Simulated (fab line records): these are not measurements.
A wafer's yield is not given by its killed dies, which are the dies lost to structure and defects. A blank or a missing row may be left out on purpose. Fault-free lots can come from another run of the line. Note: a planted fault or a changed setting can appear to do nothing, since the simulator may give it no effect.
Chamber matching / flow sky130 / SKY_LI_CONTACT_CMP_02 on cmp-01: 4 sister chambers
The step polishes PSG. 4 wafers are shown with their chamber, then 9 later ones without.

WAFERS PAIRED WITH THEIR CHAMBERS
wafer=L737.2; chamber=3; timeToEndpointS (s)=37
wafer=L739.1; chamber=0; timeToEndpointS (s)=34
wafer=L739.3; chamber=2; timeToEndpointS (s)=37
wafer=L739.4; chamber=1; timeToEndpointS (s)=30

WAFERS MISSING THEIR CHAMBER
wafer=L742.3; timeToEndpointS (s)=35
wafer=L742.5; timeToEndpointS (s)=31
wafer=L742.6; timeToEndpointS (s)=32
wafer=L752.2; timeToEndpointS (s)=35
wafer=L752.4; timeToEndpointS (s)=32
wafer=L752.5; timeToEndpointS (s)=36
wafer=L754.1; timeToEndpointS (s)=34
wafer=L754.4; timeToEndpointS (s)=36
wafer=L754.6; timeToEndpointS (s)=36

THE CHAMBER EACH PASSED THROUGH
wafer=L742.3; from the rows above=can't be placed: 0 or 2 or 3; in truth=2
wafer=L742.5; from the rows above=can't be placed: 1 or 0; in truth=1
wafer=L742.6; from the rows above=can't be placed: 0 or 1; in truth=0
wafer=L752.2; from the rows above=can't be placed: 0 or 2 or 3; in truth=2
wafer=L752.4; from the rows above=can't be placed: 0 or 1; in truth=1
wafer=L752.5; from the rows above=can't be placed: 2 or 3 or 0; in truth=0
wafer=L754.1; from the rows above=0; in truth=0
wafer=L754.4; from the rows above=can't be placed: 2 or 3 or 0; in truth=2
wafer=L754.6; from the rows above=can't be placed: 2 or 3 or 0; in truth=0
Placed correctly: 1 of 9. From these rows, 8 cannot be placed; in 8 the true chamber is one of the candidates. Number placed wrongly: 0.
How it was worked out, from the rows above alone: a wafer's distance from a chamber is the root of the sum, over the readings, of the square of ((its reading less the chamber's mean) divided by the reading's scatter). The wafer belongs to the nearest chamber; if the next one is less than 2 further off, it can't be placed. Each chamber's mean is taken over the wafers shown for it. The scatter: with one shown wafer a chamber, the root of the mean of the squares of how far each hidden wafer lies from its nearest shown one.
